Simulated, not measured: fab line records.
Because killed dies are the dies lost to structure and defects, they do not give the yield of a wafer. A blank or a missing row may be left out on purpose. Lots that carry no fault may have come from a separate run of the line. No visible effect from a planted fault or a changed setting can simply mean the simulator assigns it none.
Chamber matching | flow sky130 | SKY_POLY_CUT_ETCH_10 on rie diel-01: 4 sister chambers
The step etches BARC in N2/H2, stops on SiO2, time 45.9 s, target depth 60 nm. 14 wafers are shown with their chamber, then 7 later ones without.

WAFERS WITH THEIR CHAMBER
wafer  | chamber | drypump motor current A (A) | oes product au (a.u.) | throttle valve pct (%)
L539.3 | 1       | 5.43                        | 0.856                 | 13.215
L539.4 | 0       | 6.12                        | 0.852                 | 13.212
L539.6 | 3       | 6.01                        | 0.851                 | 13.224
L541.1 | 2       | 5.70                        | 0.852                 | 13.225
L541.5 | 0       | 6.10                        | 0.855                 | 13.222
L541.6 | 2       | 5.68                        | 0.860                 | 13.243
L542.1 | 1       | 5.46                        | 0.856                 | 13.228
L542.2 | 0       | 6.10                        | 0.851                 | 13.246
L542.3 | 2       | 5.67                        | 0.856                 | 13.211
L547.1 | 1       | 5.45                        | 0.862                 | 13.210
L547.2 | 3       | 5.99                        | 0.855                 | 13.228
L547.5 | 3       | 6.01                        | 0.851                 | 13.225
L555.2 | 1       | 5.43                        | 0.863                 | 13.223
L555.3 | 0       | 6.12                        | 0.856                 | 13.214

SIGNATURES, as means of the wafers listed above
reading                 | chamber 0 | chamber 1 | chamber 2 | chamber 3 | scatter within a chamber
drypump motor current A | 6.1100    | 5.4425    | 5.6833    | 6.0033    | 0.0134
oes product au          | 0.85350   | 0.85925   | 0.85600   | 0.85233   | 0.0032
throttle valve pct      | 13.22350  | 13.21900  | 13.22633  | 13.22567  | 0.012
Rule: a wafer's distance from a chamber is the root of the sum, over the readings, of the square of ((its reading less the chamber's mean) divided by the reading's scatter). If the next closest chamber is less than 2 further off than the closest, the wafer can't be placed; otherwise it belongs to the closest. The scatter: take each reading less its chamber's mean, square it, sum over the shown wafers, divide by the number of wafers less the number of chambers, and take the root.

WAFERS WITHOUT THEIR CHAMBER
wafer  | drypump motor current A (A) | oes product au (a.u.) | throttle valve pct (%)
L555.5 | 6.12                        | 0.866                 | 13.211
L559.2 | 5.43                        | 0.849                 | 13.216
L559.4 | 6.16                        | 0.847                 | 13.227
L559.5 | 6.12                        | 0.852                 | 13.241
L560.1 | 5.99                        | 0.857                 | 13.218
L560.3 | 5.70                        | 0.855                 | 13.226
L560.4 | 5.45                        | 0.852                 | 13.232

WHICH CHAMBER EACH WENT THROUGH
wafer  | from the rows above | in truth
L555.5 | 0                   | 0
L559.2 | 1                   | 1
L559.4 | 0                   | 0
L559.5 | 0                   | 0
L560.1 | 3                   | 3
L560.3 | 2                   | 2
L560.4 | 1                   | 1
Correctly placed: 7 of 7. Not placeable from these rows: 0. Placed wrongly: 0.
